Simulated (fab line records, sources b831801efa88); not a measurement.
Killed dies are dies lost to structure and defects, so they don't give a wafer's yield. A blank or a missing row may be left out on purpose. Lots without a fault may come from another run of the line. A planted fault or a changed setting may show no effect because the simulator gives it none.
fab line records | flow gf180mcu
record lots=5 wafers=15 last_day=34
route steps=602 shown V2@385 M3@409
lots that met no fault: from a run of the same line without faults
start_h: hours from the record's first day to the start of the lot's first wafer shown | wait_h: hours since the lot's step before | " the same as in the row above | L1.1+2: a row that stands for several wafers | - no value, or no start given | * or withheld: withheld | < > ~ a bound
route shown NAME@n: a module of which the file shows steps, and the number in the route of the first | usual: mean/standard deviation of fault-free wafers | same: alike in all rows | chamber/n: place in a boat | sites: the reading at each site | _std_site: their standard deviation | _edge_site: outer sites' mean less inner sites' | radius_mm: how far each site lies from the wafer's centre | mask NAME#n: copy n | behind: the tool/chamber that last shaped the wafer | hold: why the lot was held/for how many hours/how that ended | device: the transistor (n, p or np) that didn't switch | end of line: the same wafers' tests at the end of the route | a step without rows: its recipe alone | killed: dies lost to structure and defects at the first sort, not the wafer's yield | map: a wafer's dies, x killed, . not, _ none there
set.NAME: the setting as run; set.NAME@STEP: as run at that earlier step | model.NAME: the simulator's own value behind a step, which no gauge read
lots at some steps of the route; a table a step, a row a wafer
services: from which hour (start_h, from the record's first day; less than 0 if before it) a tool's chamber was out of use, for how many hours, and why
## steps
# step GF_V2_THK_MEAS_03
# recipe reads=SiO2_of_V2_CVD_02
# usual V2_CVD_02_THK=851/13
# columns lot.wafer tool chamber start_h wait_h V2_CVD_02_THK[nm]
L086.1 film_metro-03 - 544.02 0.0 844
L086.5 " - " " 857
L086.6 " - " " 849
L089.1 film_metro-04 - 576.49 0.0 845
L089.2 " - " " 834
L089.5 " - " " 861
L091.1 film_metro-01 - 581.45 0.0 843
L091.3 " - " " 847
L091.6 " - " " 878
L095.4 film_metro-03 - 605.88 0.0 853
L095.5 " - " " 857
L095.6 " - " " 851
L096.1 film_metro-03 - 614.93 0.0 844
L096.3 " - " " 838
L096.4 " - " " 852
# step GF_V2_CMP_04
# recipe material=SiO2 down_force_psi=4 platen_rpm=60 pad_velocity_m_s=0.94248
# usual motor_current_A=12.0/1.2 platen_rpm=60.00/0.038 slurry_flow_ml_min=150.0/0.54 time_to_endpoint_s=84/7.4
# columns lot.wafer tool chamber start_h wait_h motor_current_A platen_rpm slurry_flow_ml_min time_to_endpoint_s
L086.1 cmp-02 2 544.23 0.2 13.5 59.97 149.6 77
L086.6 " 3 " " 13.3 60.00 150.2 75
L086.5 " 0 " " 11.4 60.02 149.0 86
L089.2 cmp-02 1 576.85 0.3 12.2 60.01 149.3 75
L089.1 " 3 " " 13.3 60.00 150.1 77
L089.5 " 1 " " 12.4 59.98 148.6 83
L091.1 cmp-02 0 581.51 0.1 11.1 60.03 149.1 78
L091.3 " 2 " " 13.4 59.99 149.9 77
L091.6 " 0 " " 11.9 59.93 150.1 90
L095.4 cmp-01 2 606.01 0.1 10.6 60.03 149.1 78
L095.5 " 0 " " 10.7 60.07 150.3 82
L095.6 " 1 " " 11.9 59.99 150.2 86
L096.4 cmp-02 1 615.04 0.1 11.6 59.99 149.9 84
L096.1 " 2 " " 13.4 60.01 150.1 83
L096.3 " 3 " " 13.0 60.04 149.4 79
# step GF_V2_BOW_MEAS_05
# recipe mode=bow
# usual V2_BOW=101/7.9
# columns lot.wafer tool chamber start_h wait_h V2_BOW[um]
L086.1 film_metro-03 - 544.38 0.1 91
L086.5 " - " " 86
L086.6 " - " " 84
L089.1 film_metro-03 - 577.20 0.2 109
L089.2 " - " " 108
L089.5 " - " " 112
L091.1 film_metro-03 - 581.81 0.2 116
L091.3 " - " " 117
L091.6 " - " " 114
L095.4 film_metro-01 - 606.27 0.2 96
L095.5 " - " " 82
L095.6 " - " " 110
L096.1 film_metro-01 - 615.29 0.1 109
L096.3 " - " " 112
L096.4 " - " " 115
# step GF_V2_DEHYDRATE_06
# recipe temp_c=200 time_s=60
# usual resist_line_temp_C=22.98/0.11
# columns lot.wafer tool chamber start_h wait_h resist_line_temp_C
L086.1 litho_track-03 0 554.58 10.2 22.83
L086.5 " 0 " " 22.86
L086.6 " 0 " " 22.82
L089.1 litho_track-03 0 587.08 9.9 22.98
L089.2 " 0 " " 22.90
L089.5 " 0 " " 23.05
L091.1 litho_track-03 0 592.03 10.2 22.85
L091.3 " 0 " " 22.89
L091.6 " 0 " " 23.13
L095.4 litho_track-02 0 615.92 9.6 22.90
L095.5 " 0 " " 22.85
L095.6 " 0 " " 22.87
L096.1 litho_track-02 0 624.40 9.1 23.04
L096.3 " 0 " " 23.15
L096.4 " 0 " " 23.13
# step GF_V2_HMDS_07
# recipe prime_time_s=60 prime_temp_c=120
# usual resist_line_temp_C=23.00/0.11
# columns lot.wafer tool chamber start_h wait_h resist_line_temp_C
L086.1 litho_track-03 0 554.73 0.1 23.10
L086.5 " 0 " " 23.21
L086.6 " 0 " " 23.13
L089.1 litho_track-03 0 587.23 0.1 22.90
L089.2 " 0 " " 23.12
L089.5 " 0 " " 23.03
L091.1 litho_track-03 0 592.18 0.1 23.08
L091.3 " 0 " " 23.13
L091.6 " 0 " " 23.18
L095.4 litho_track-02 0 616.07 0.1 22.89
L095.5 " 0 " " 22.98
L095.6 " 0 " " 22.94
L096.1 litho_track-02 0 624.55 0.1 22.89
L096.3 " 0 " " 22.83
L096.4 " 0 " " 22.98
# step GF_V2_COAT_08
# recipe resist=BARC temp_c=withheld time_s=withheld spin_rpm=withheld resist_thk_nm=withheld
# usual resist_line_temp_C=*
# columns lot.wafer tool chamber start_h wait_h resist_line_temp_C
L086.1 litho_track-03 0 554.88 0.1 *
L086.5 " 0 " " *
L086.6 " 0 " " *
L089.1 litho_track-03 0 587.38 0.1 *
L089.2 " 0 " " *
L089.5 " 0 " " *
L091.1 litho_track-03 0 592.33 0.1 *
L091.3 " 0 " " *
L091.6 " 0 " " *
L095.4 litho_track-02 0 616.22 0.1 *
L095.5 " 0 " " *
L095.6 " 0 " " *
L096.1 litho_track-02 0 624.70 0.1 *
L096.3 " 0 " " *
L096.4 " 0 " " *
# step GF_V2_COAT_09
# recipe resist=KrF spin_rpm=withheld resist_thk_nm=1000
# usual resist_line_temp_C=22.96/0.11
# columns lot.wafer tool chamber start_h wait_h resist_line_temp_C
L086.1 litho_track-03 0 - - 22.96
L086.5 " 0 " " 23.08
L086.6 " 0 " " 22.96
L089.1 litho_track-03 0 - - 23.16
L089.2 " 0 " " 23.02
L089.5 " 0 " " 23.05
L091.1 litho_track-03 0 - - 22.97
L091.3 " 0 " " 23.05
L091.6 " 0 " " 22.97
L095.4 litho_track-02 0 - - 23.13
L095.5 " 0 " " 23.11
L095.6 " 0 " " 23.09
L096.1 litho_track-02 0 - - 22.99
L096.3 " 0 " " 22.82
L096.4 " 0 " " 22.98
# step GF_V2_SOFTBAKE_10
# recipe temp_c=130 time_s=60 resist=KrF
# usual resist_line_temp_C=23.00/0.11
# columns lot.wafer tool chamber start_h wait_h resist_line_temp_C
L086.1 litho_track-03 0 - - 23.02
L086.5 " 0 " " 23.03
L086.6 " 0 " " 22.90
L089.1 litho_track-03 0 - - 22.88
L089.2 " 0 " " 23.10
L089.5 " 0 " " 22.99
L091.1 litho_track-03 0 - - 23.10
L091.3 " 0 " " 23.24
L091.6 " 0 " " 23.21
L095.4 litho_track-02 0 - - 22.86
L095.5 " 0 " " 22.88
L095.6 " 0 " " 22.75
L096.1 litho_track-02 0 - - 23.02
L096.3 " 0 " " 23.11
L096.4 " 0 " " 23.01
# step GF_V2_EXPOSE_11
# recipe mask_id=Via2 target_cd_nm=260 na=0.68 source_shape=conventional sigma_outer=0.6 dose_mj=38
# usual exposure_dose_mJ_cm2=38.05/0.17 reticle_temp_C=23.00/0.1 stage_vel_mm_s=499.95/0.26
# columns lot.wafer tool chamber start_h wait_h mask exposure_dose_mJ_cm2 reticle_temp_C stage_vel_mm_s
L086.1 krf_scanner-02 0 - - Via2#0 37.96 22.93 499.83
L086.5 " 0 " " Via2#0 37.90 23.14 499.32
L086.6 " 0 " " Via2#0 37.95 22.99 499.55
L089.1 krf_scanner-02 0 - - Via2#0 37.94 22.78 500.48
L089.2 " 0 " " Via2#0 37.94 23.10 500.05
L089.5 " 0 " " Via2#0 37.95 22.98 499.83
L091.1 krf_scanner-01 0 - - Via2#0 38.23 22.95 499.71
L091.3 " 0 " " Via2#0 38.25 22.98 500.33
L091.6 " 0 " " Via2#0 38.20 23.10 499.79
L095.4 krf_scanner-02 0 - - Via2#0 37.93 22.88 500.05
L095.5 " 0 " " Via2#0 37.92 22.99 499.99
L095.6 " 0 " " Via2#0 37.95 23.00 500.08
L096.1 krf_scanner-01 0 - - Via2#0 38.21 22.99 500.11
L096.3 " 0 " " Via2#0 38.18 23.09 500.15
L096.4 " 0 " " Via2#0 38.24 23.20 499.79
# step GF_V2_PEB_12
# recipe peb_temp_c=135 peb_time_s=90 resist=KrF
# usual resist_line_temp_C=23.02/0.11
# same peb_time_s=90
# columns lot.wafer tool chamber start_h wait_h resist_line_temp_C
L086.1 litho_track-03 0 - - 22.91
L086.5 " 0 " " 22.87
L086.6 " 0 " " 23.01
L089.1 litho_track-04 0 - - 22.98
L089.2 " 0 " " 22.92
L089.5 " 0 " " 22.94
L091.1 litho_track-02 0 - - 23.00
L091.3 " 0 " " 22.99
L091.6 " 0 " " 22.92
L095.4 litho_track-02 0 - - 22.88
L095.5 " 0 " " 22.97
L095.6 " 0 " " 23.01
L096.1 litho_track-02 0 - - 22.93
L096.3 " 0 " " 23.18
L096.4 " 0 " " 23.16
# step GF_V2_DEVELOP_13
# recipe develop_time_s=60 resist=KrF dev_temp_c=21
# usual resist_line_temp_C=23.00/0.11
# columns lot.wafer tool chamber start_h wait_h resist_line_temp_C
L086.1 litho_track-03 0 565.63 0.2 23.21
L086.5 " 0 " " 23.06
L086.6 " 0 " " 23.10
L089.1 litho_track-04 0 597.79 0.2 22.83
L089.2 " 0 " " 22.96
L089.5 " 0 " " 22.80
L091.1 litho_track-02 0 602.50 0.2 23.13
L091.3 " 0 " " 23.19
L091.6 " 0 " " 23.14
L095.4 litho_track-02 0 626.12 0.1 22.85
L095.5 " 0 " " 22.88
L095.6 " 0 " " 22.65
L096.1 litho_track-02 0 635.55 0.2 23.01
L096.3 " 0 " " 22.99
L096.4 " 0 " " 22.88
# step GF_V2_CD_MEAS_14
# recipe target_cd_nm=260
# usual cd_nm=260.1/1.2
# columns lot.wafer tool chamber start_h wait_h cd_nm
L086.1 cd_sem-02 - 565.78 0.1 259.8
L086.5 " - " " 258.6
L086.6 " - " " 259.1
L089.1 cd_sem-02 - 597.94 0.1 259.0
L089.2 " - " " 260.2
L089.5 " - " " 259.1
L091.1 cd_sem-02 - 602.65 0.1 260.2
L091.3 " - " " 261.2
L091.6 " - " " 260.8
L095.4 cd_sem-02 - 626.26 0.1 257.0
L095.5 " - " " 259.0
L095.6 " - " " 257.8
L096.1 cd_sem-02 - 635.70 0.1 259.1
L096.3 " - " " 258.7
L096.4 " - " " 260.7
# step GF_V2_OVL_MEAS_15
# usual V2_OVL=-1/5.7
# columns lot.wafer tool chamber start_h wait_h V2_OVL[nm]
L086.1 overlay-01 - 565.90 0.1 -6
L086.5 " - " " -11
L086.6 " - " " -8
L089.1 overlay-02 - 598.06 0.1 -6
L089.2 " - " " -4
L089.5 " - " " -1
L091.1 overlay-01 - 602.77 0.1 9
L091.3 " - " " 4
L091.6 " - " " 7
L095.4 overlay-01 - 626.34 0.1 1
L095.5 " - " " -3
L095.6 " - " " 0
L096.1 overlay-01 - 635.82 0.1 0
L096.3 " - " " 4
L096.4 " - " " -1
# step GF_V2_ETCH_16
# recipe chemistry=N2/H2 target_depth_a=withheld overetch_a=withheld time_s=withheld target=BARC ion_energy_ev=200 source_w=500 bias_w=100 pressure_mtorr=30 n2_flow_sccm=100 h2_flow_sccm=200
# usual bias_w=100.0/0.31 drypump_motor_current_A=5.6/0.47 oes_product_au=0.854/0.0049 throttle_valve_pct=13.224/0.0083
# columns lot.wafer tool chamber start_h wait_h bias_w drypump_motor_current_A oes_product_au throttle_valve_pct
L086.1 rie_diel-02 3 565.94 0.0 100.0 6.1 0.860 13.219
L086.5 " 2 " " 100.1 6.6 0.859 13.228
L086.6 " 1 " " 100.0 5.4 0.852 13.230
L089.1 rie_diel-02 1 598.10 0.0 100.1 5.4 0.851 13.216
L089.2 " 2 " " 99.6 6.6 0.857 13.235
L089.5 " 0 " " 100.3 4.9 0.850 13.234
L091.1 rie_diel-04 2 602.81 0.0 100.4 5.5 0.854 13.234
L091.3 " 0 " " 100.4 6.1 0.854 13.236
L091.6 " 0 " " 100.3 6.1 0.858 13.216
L095.4 rie_diel-02 3 626.35 0.0 99.6 6.1 0.854 13.201
L095.5 " 1 " " 100.0 5.4 0.855 13.222
L095.6 " 0 " " 100.3 4.9 0.857 13.239
L096.1 rie_diel-02 2 635.85 0.0 100.2 6.6 0.864 13.213
L096.3 " 0 " " 99.5 4.9 0.854 13.224
L096.4 " 3 " " 100.2 6.1 0.851 13.210
# step GF_V2_ETCH_17
# recipe chemistry=C4F8/O2/Ar mask_material=KrF target=SiO2 stop_on=TiN source_w=1500 bias_w=1200 pressure_mtorr=40 c4f8_flow_sccm=withheld O2_flow_sccm=6 Ar_flow_sccm=300 time_s=withheld target_depth_a=6300
# usual bias_w=1200/3.5 oes_product_au=0.856/0.0049
# columns lot.wafer tool chamber start_h wait_h bias_w oes_product_au
L086.1 rie_diel-02 3 - - 1200 0.853
L086.5 " 2 " " 1201 0.846
L086.6 " 1 " " 1202 0.861
L089.1 rie_diel-02 1 - - 1201 0.852
L089.2 " 2 " " 1202 0.857
L089.5 " 0 " " 1198 0.856
L091.1 rie_diel-04 2 - - 1205 0.858
L091.3 " 0 " " 1199 0.852
L091.6 " 0 " " 1198 0.849
L095.4 rie_diel-02 3 - - 1202 0.857
L095.5 " 1 " " 1200 0.850
L095.6 " 0 " " 1198 0.860
L096.1 rie_diel-02 2 - - 1204 0.853
L096.3 " 0 " " 1200 0.860
L096.4 " 3 " " 1202 0.849
# step GF_V2_STRIP_18
# recipe chemistry=O2/N2 power_w=1400 pressure_mtorr=1500 platen_temp_c=250 o2_flow_sccm=3000 n2_flow_sccm=300 overash_fraction=0.5
# usual drypump_motor_current_A=5.7/0.33 heater_power_w=328/35 oes_product_au=0.593/0.0053
# columns lot.wafer tool chamber start_h wait_h drypump_motor_current_A heater_power_w oes_product_au rf_hours_counter_h
L086.1 plasma_asher-02 1 566.07 - 5.8 334 0.600 12
L086.5 " 0 " " 5.5 377 0.602 -
L086.6 " 1 " " 5.7 336 0.595 -
L089.1 plasma_asher-02 1 598.22 - 5.7 334 0.591 15
L089.2 " 0 " " 5.5 375 0.596 15
L089.5 " 1 " " 5.7 326 0.600 -
L091.1 plasma_asher-02 0 602.93 - 5.5 371 0.590 16
L091.3 " 1 " " 5.7 339 0.600 -
L091.6 " 0 " " 5.5 380 0.591 -
L095.4 plasma_asher-02 0 626.52 - 5.5 380 0.590 -
L095.5 " 0 " " 5.5 380 0.593 -
L095.6 " 1 " " 5.7 342 0.582 -
L096.1 plasma_asher-02 0 635.98 - 5.5 383 0.594 20
L096.3 " 1 " " 5.7 332 0.600 -
L096.4 " 0 " " 5.5 375 0.588 -
# step GF_V2_STRIP_19
# recipe chemistry=post_etch_residue_remover time_s=1200 temp_c=72.5
# columns lot.wafer tool chamber start_h wait_h
L086.1+5+6 wet_bench-01 1 566.17 0.1
L089.1+2+5 wet_bench-03 0 598.32 0.1
L091.1+3+6 wet_bench-03 3 603.03 0.1
L095.4+5+6 wet_bench-01 3 626.58 0.0
L096.1+3+4 wet_bench-01 0 636.08 0.1
# step GF_V2_CLEAN_20
# recipe chemistry=DIW dry=n2_spin
# columns lot.wafer tool chamber start_h wait_h
L086.1+5+6 wet_bench-03 3 566.51 0.0
L089.1+2+5 wet_bench-01 3 598.67 0.0
L091.1+3+6 wet_bench-01 3 603.38 0.0
L095.4+5+6 wet_bench-04 3 626.93 0.0
L096.1+3+4 wet_bench-03 2 636.43 0.0
# step GF_V2_SPUTTER_21
# recipe material=Ti target_thk_nm=15 chamber_pressure_pa=5 power_w=2500 substrate_temp_c=200 time_s=80.02
# usual throttle_valve_pct=30.0/1
# columns lot.wafer tool chamber start_h wait_h throttle_valve_pct
L086.1 pvd_sputter-02 - 566.60 0.0 29.0
L086.5 " - " " 30.5
L086.6 " - " " 30.9
L089.1 pvd_sputter-02 - 598.76 0.0 29.6
L089.2 " - " " 29.7
L089.5 " - " " 30.3
L091.1 pvd_sputter-01 - 603.47 0.0 29.8
L091.3 " - " " 31.7
L091.6 " - " " 31.8
L095.4 pvd_sputter-03 - 627.02 0.0 28.7
L095.5 " - " " 31.3
L095.6 " - " " 28.2
L096.1 pvd_sputter-01 - 636.52 0.0 27.3
L096.3 " - " " 31.5
L096.4 " - " " 31.4
# step GF_V2_SPUTTER_22
# recipe material=TiN target_thk_nm=10 chamber_pressure_pa=5 power_w=4000 time_s=40
# usual throttle_valve_pct=30.0/1.1
# columns lot.wafer tool chamber start_h wait_h throttle_valve_pct
L086.1 pvd_sputter-02 - 566.66 0.0 29.6
L086.5 " - " " 30.8
L086.6 " - " " 30.9
L089.1 pvd_sputter-02 - 598.82 0.0 29.2
L089.2 " - " " 30.2
L089.5 " - " " 30.6
L091.1 pvd_sputter-01 - 603.53 0.0 30.0
L091.3 " - " " 31.4
L091.6 " - " " 31.6
L095.4 pvd_sputter-03 - 627.08 0.0 28.5
L095.5 " - " " 31.1
L095.6 " - " " 28.8
L096.1 pvd_sputter-01 - 636.58 0.0 27.1
L096.3 " - " " 31.8
L096.4 " - " " 31.5
# step GF_V2_CVD_23
# recipe material=W target_thk_nm=350 time_s=104.94 temp_c=400 pressure_torr=40
# usual chamber_pressure_Torr=40.00/0.092 heater_power_w=788/46 susceptor_temp_C=399.98/0.22
# columns lot.wafer tool chamber start_h wait_h chamber_pressure_Torr heater_power_w susceptor_temp_C
L086.1 cvd_w-01 1 566.70 0.0 40.03 822 400.25
L086.5 " 0 " " 40.02 749 400.02
L086.6 " 1 " " 40.14 829 400.36
L089.1 cvd_w-02 1 598.86 0.0 39.79 845 400.08
L089.2 " 0 " " 40.05 749 400.40
L089.5 " 0 " " 40.00 774 400.29
L091.1 cvd_w-01 0 603.57 0.0 40.02 737 399.91
L091.3 " 1 " " 39.87 824 399.42
L091.6 " 1 " " 39.94 847 399.66
L095.4 cvd_w-02 1 627.15 0.1 39.88 819 400.02
L095.5 " 1 " " 40.01 828 399.97
L095.6 " 0 " " 40.05 761 400.11
L096.1 cvd_w-01 0 636.62 0.0 39.98 736 400.16
L096.3 " 0 " " 39.99 731 400.19
L096.4 " 1 " " 40.03 831 400.28
# step GF_V2_RS_MEAS_24
# recipe thk_meas_gauge=four-point-probe reads=W_of_V2_CVD_23+TiN_of_V2_SPUTTER_22+Ti_of_V2_SPUTTER_21
# usual V2_W_RS=0.326/0.004
# columns lot.wafer tool chamber start_h wait_h V2_W_RS[ohm/sq]
L086.1 film_metro-04 - 566.86 0.1 0.330
L086.5 " - " " 0.326
L086.6 " - " " 0.332
L089.1 film_metro-01 - 598.97 0.1 0.325
L089.2 " - " " 0.327
L089.5 " - " " 0.327
L091.1 film_metro-03 - 603.68 0.1 0.320
L091.3 " - " " 0.330
L091.6 " - " " 0.329
L095.4 film_metro-01 - 627.29 0.1 0.334
L095.5 " - " " 0.331
L095.6 " - " " 0.329
L096.1 film_metro-01 - 636.73 0.1 0.324
L096.3 " - " " 0.324
L096.4 " - " " 0.325
# step GF_V2_THK_MEAS_25
# recipe thk_meas_gauge=xrf reads=W_of_V2_CVD_23
# usual V2_W_THK=344/5.6
# columns lot.wafer tool chamber start_h wait_h V2_W_THK[nm]
L086.1 film_metro-04 - 566.98 0.1 341
L086.5 " - " " 348
L086.6 " - " " 341
L089.1 film_metro-01 - 599.09 0.1 340
L089.2 " - " " 339
L089.5 " - " " 338
L091.1 film_metro-03 - 603.80 0.1 349
L091.3 " - " " 341
L091.6 " - " " 340
L095.4 film_metro-01 - 627.38 0.1 333
L095.5 " - " " 339
L095.6 " - " " 340
L096.1 film_metro-01 - 636.85 0.1 345
L096.3 " - " " 344
L096.4 " - " " 344
# step GF_V2_CMP_26
# recipe stop_on=SiO2 down_force_psi=3.5 platen_rpm=60 t_overpolish_s=15 target_thk_nm=0 pad_velocity_m_s=0.94248
# usual motor_current_A=11.0/1.1 overpolish_run_s=15.001/0.01 platen_rpm=59.99/0.039 slurry_flow_ml_min=149.9/0.45 time_to_endpoint_s=86/3.4
# columns lot.wafer tool chamber start_h wait_h motor_current_A overpolish_run_s platen_rpm slurry_flow_ml_min time_to_endpoint_s
L086.1 cmp-01 0 567.14 0.1 9.4 14.987 59.98 149.7 82
L086.5 " 2 " " 9.6 14.990 60.00 149.9 86
L086.6 " 3 " " 10.6 15.004 59.99 149.8 85
L089.1 cmp-01 2 599.15 0.1 9.4 15.001 59.93 150.0 81
L089.2 " 3 " " 11.8 14.994 60.02 149.2 84
L089.5 " 3 " " 11.6 15.011 59.98 149.8 84
L091.3 cmp-02 3 603.86 0.0 12.0 15.015 59.97 149.8 82
L091.1 " 1 " " 11.3 15.013 60.04 150.5 87
L091.6 " 3 " " 12.6 14.993 59.99 149.0 85
L095.4 cmp-02 2 627.46 0.1 12.5 14.994 60.03 150.1 86
L095.6 " 1 " " 10.9 15.019 60.02 150.3 84
L095.5 " 2 " " 12.3 15.009 60.03 149.9 89
L096.1 cmp-02 1 636.91 0.1 11.1 14.996 60.02 149.7 85
L096.4 " 2 " " 12.3 15.007 59.98 149.8 83
L096.3 " 0 " " 10.1 14.984 60.00 150.2 84
# step GF_M3_SPUTTER_00
# recipe material=Ti target_thk_nm=37.5 arriving_ion_energy_ev=80 substrate_temp_c=200 chamber_pressure_pa=2 power_w=4000 time_s=150
# usual throttle_valve_pct=29.8/1.4
# columns lot.wafer tool chamber start_h wait_h throttle_valve_pct
L086.1 pvd_sputter-04 - 567.34 0.1 31.4
L086.5 " - " " 28.9
L086.6 " - " " 27.8
L089.1 pvd_sputter-01 - 599.45 0.2 30.0
L089.2 " - " " 31.5
L089.5 " - " " 31.5
L091.1 pvd_sputter-04 - 604.16 0.1 27.6
L091.3 " - " " 28.6
L091.6 " - " " 27.7
L095.4 pvd_sputter-02 - 627.71 0.2 29.3
L095.5 " - " " 29.3
L095.6 " - " " 30.9
L096.1 pvd_sputter-04 - 637.21 0.2 31.9
L096.3 " - " " 29.3
L096.4 " - " " 30.3
# step GF_M3_SPUTTER_01
# recipe material=TiN target_thk_nm=30 power_w=6500 time_s=25 chamber_pressure_pa=0.4
# usual throttle_valve_pct=29.8/1.4
# columns lot.wafer tool chamber start_h wait_h throttle_valve_pct
L086.1 pvd_sputter-04 - 567.44 0.1 31.6
L086.5 " - " " 29.1
L086.6 " - " " 27.7
L089.1 pvd_sputter-01 - 599.55 0.1 29.9
L089.2 " - " " 31.6
L089.5 " - " " 31.7
L091.1 pvd_sputter-04 - 604.26 0.1 27.7
L091.3 " - " " 28.9
L091.6 " - " " 27.6
L095.4 pvd_sputter-02 - 627.82 0.1 29.4
L095.5 " - " " 29.0
L095.6 " - " " 30.8
L096.1 pvd_sputter-04 - 637.31 0.1 31.8
L096.3 " - " " 28.7
L096.4 " - " " 30.3
# step GF_M3_SPUTTER_02
# recipe material=AlCu target_thk_nm=450 power_w=10600 time_s=23.9 chamber_pressure_pa=0.4
# usual throttle_valve_pct=29.8/1.4
# columns lot.wafer tool chamber start_h wait_h throttle_valve_pct
L086.1 pvd_sputter-04 - 567.47 0.0 31.5
L086.5 " - " " 28.8
L086.6 " - " " 27.7
L089.1 pvd_sputter-01 - 599.58 0.0 30.0
L089.2 " - " " 31.5
L089.5 " - " " 31.8
L091.1 pvd_sputter-04 - 604.29 0.0 27.6
L091.3 " - " " 28.6
L091.6 " - " " 27.6
L095.4 pvd_sputter-02 - 627.86 0.0 29.3
L095.5 " - " " 29.4
L095.6 " - " " 30.7
L096.1 pvd_sputter-04 - 637.34 0.0 31.7
L096.3 " - " " 28.9
L096.4 " - " " 30.2
# step GF_M3_SPUTTER_03
# recipe material=Ti target_thk_nm=10 substrate_temp_c=300 chamber_pressure_pa=0.3 power_w=3000 time_s=6.7
# usual throttle_valve_pct=29.8/1.4
# columns lot.wafer tool chamber start_h wait_h throttle_valve_pct
L086.1 pvd_sputter-04 - 567.50 0.0 31.8
L086.5 " - " " 28.9
L086.6 " - " " 27.4
L089.1 pvd_sputter-01 - 599.61 0.0 29.9
L089.2 " - " " 31.5
L089.5 " - " " 31.8
L091.1 pvd_sputter-04 - 604.32 0.0 27.7
L091.3 " - " " 28.8
L091.6 " - " " 27.4
L095.4 pvd_sputter-02 - 627.89 0.0 29.1
L095.5 " - " " 29.1
L095.6 " - " " 30.8
L096.1 pvd_sputter-04 - 637.37 0.0 31.9
L096.3 " - " " 29.0
L096.4 " - " " 30.3
# step GF_M3_SPUTTER_04
# recipe material=TiN target_thk_nm=50 power_w=6500 time_s=41.7 chamber_pressure_pa=0.4
# usual throttle_valve_pct=29.8/1.4
# columns lot.wafer tool chamber start_h wait_h throttle_valve_pct
L086.1 pvd_sputter-04 - 567.52 0.0 31.7
L086.5 " - " " 28.8
L086.6 " - " " 27.5
L089.1 pvd_sputter-01 - 599.63 0.0 30.2
L089.2 " - " " 31.8
L089.5 " - " " 31.8
L091.1 pvd_sputter-04 - 604.34 0.0 27.7
L091.3 " - " " 28.7
L091.6 " - " " 27.6
L095.4 pvd_sputter-02 - 627.91 0.0 29.3
L095.5 " - " " 29.3
L095.6 " - " " 31.1
L096.1 pvd_sputter-04 - 637.39 0.0 31.6
L096.3 " - " " 29.0
L096.4 " - " " 30.0
# step GF_M3_RS_MEAS_05
# recipe thk_meas_gauge=four-point-probe reads=TiN_of_M3_SPUTTER_04+Ti_of_M3_SPUTTER_03+AlCu_of_M3_SPUTTER_02+TiN_of_M3_SPUTTER_01+Ti_of_M3_SPUTTER_00
# usual M3_ALCU_RS=0.0694/0.00071
# columns lot.wafer tool chamber start_h wait_h M3_ALCU_RS[ohm/sq]
L086.1 film_metro-01 - 567.56 0.0 0.0703
L086.5 " - " " 0.0700
L086.6 " - " " 0.0698
L089.1 film_metro-04 - 599.67 0.0 0.0698
L089.2 " - " " 0.0700
L089.5 " - " " 0.0698
L091.1 film_metro-04 - 604.38 0.0 0.0690
L091.3 " - " " 0.0700
L091.6 " - " " 0.0686
L095.4 film_metro-04 - 628.02 0.1 0.0700
L095.5 " - " " 0.0699
L095.6 " - " " 0.0698
L096.1 film_metro-04 - 637.43 0.0 0.0696
L096.3 " - " " 0.0695
L096.4 " - " " 0.0695
# step GF_M3_THK_MEAS_06
# recipe thk_meas_gauge=xrf reads=AlCu_of_M3_SPUTTER_02
# usual M3_ALCU_THK=458/4.6
# columns lot.wafer tool chamber start_h wait_h M3_ALCU_THK[nm]
L086.1 film_metro-01 - 567.68 0.1 453
L086.5 " - " " 453
L086.6 " - " " 454
L089.1 film_metro-04 - 599.79 0.1 452
L089.2 " - " " 452
L089.5 " - " " 454
L091.1 film_metro-04 - 604.50 0.1 460
L091.3 " - " " 458
L091.6 " - " " 462
L095.4 film_metro-04 - 628.11 0.1 458
L095.5 " - " " 456
L095.6 " - " " 457
L096.1 film_metro-04 - 637.55 0.1 459
L096.3 " - " " 458
L096.4 " - " " 458
# step GF_M3_DEHYDRATE_07
# recipe temp_c=200 time_s=60
# usual resist_line_temp_C=22.99/0.092
# columns lot.wafer tool chamber start_h wait_h resist_line_temp_C
L086.1 litho_track-04 0 577.39 9.7 23.02
L086.5 " 0 " " 22.92
L086.6 " 0 " " 23.03
L089.1 litho_track-01 0 608.88 9.1 22.97
L089.2 " 0 " " 23.09
L089.5 " 0 " " 22.80
L091.1 litho_track-01 0 614.48 10.0 23.06
L091.3 " 0 " " 23.12
L091.6 " 0 " " 23.17
L095.4 litho_track-03 0 637.66 9.5 22.89
L095.5 " 0 " " 23.00
L095.6 " 0 " " 23.03
L096.1 litho_track-04 0 646.34 8.8 23.08
L096.3 " 0 " " 23.25
L096.4 " 0 " " 23.02
# step GF_M3_HMDS_08
# recipe prime_time_s=60 prime_temp_c=120
# usual resist_line_temp_C=23.00/0.1
# columns lot.wafer tool chamber start_h wait_h resist_line_temp_C
L086.1 litho_track-04 0 577.54 0.1 23.08
L086.5 " 0 " " 23.05
L086.6 " 0 " " 23.02
L089.1 litho_track-01 0 609.03 0.1 23.02
L089.2 " 0 " " 23.01
L089.5 " 0 " " 22.97
L091.1 litho_track-01 0 614.63 0.1 23.14
L091.3 " 0 " " 23.29
L091.6 " 0 " " 23.07
L095.4 litho_track-03 0 637.81 0.1 22.98
L095.5 " 0 " " 22.99
L095.6 " 0 " " 23.09
L096.1 litho_track-04 0 646.49 0.1 23.12
L096.3 " 0 " " 23.06
L096.4 " 0 " " 23.20
## services
# columns tool chamber start_h hours kind
cmp-02 - 520.85 1.4 repair
cmp-02 - 522.21 6.6 pm
cvd_w-01 0 527.99 5.7 repair
cmp-01 - 531.33 4.9 pm
plasma_asher-02 - 539.37 14.6 pm
cvd_w-02 - 543.75 2.2 repair
pvd_sputter-01 - 547.06 1.4 repair
krf_scanner-01 - 553.32 4.0 pm
pvd_sputter-01 - 562.60 2.2 repair
rie_diel-04 1 568.96 25.9 repair
cmp-01 - 572.30 4.0 pm
cmp-01 - 576.29 0.9 repair
rie_diel-04 3 580.64 16.5 repair
krf_scanner-01 - 589.25 0.8 pm
krf_scanner-02 - 602.32 1.0 pm
pvd_sputter-02 - 603.31 1.5 repair
cmp-02 - 606.41 1.4 repair
pvd_sputter-02 - 607.70 7.7 repair
krf_scanner-01 - 612.18 1.3 pm
rie_diel-02 - 620.03 0.7 repair
krf_scanner-02 - 622.19 1.3 pm
krf_scanner-02 - 624.76 0.8 pm
krf_scanner-02 - 636.88 3.6 pm
cmp-01 - 639.19 0.8 repair
## key
fault none
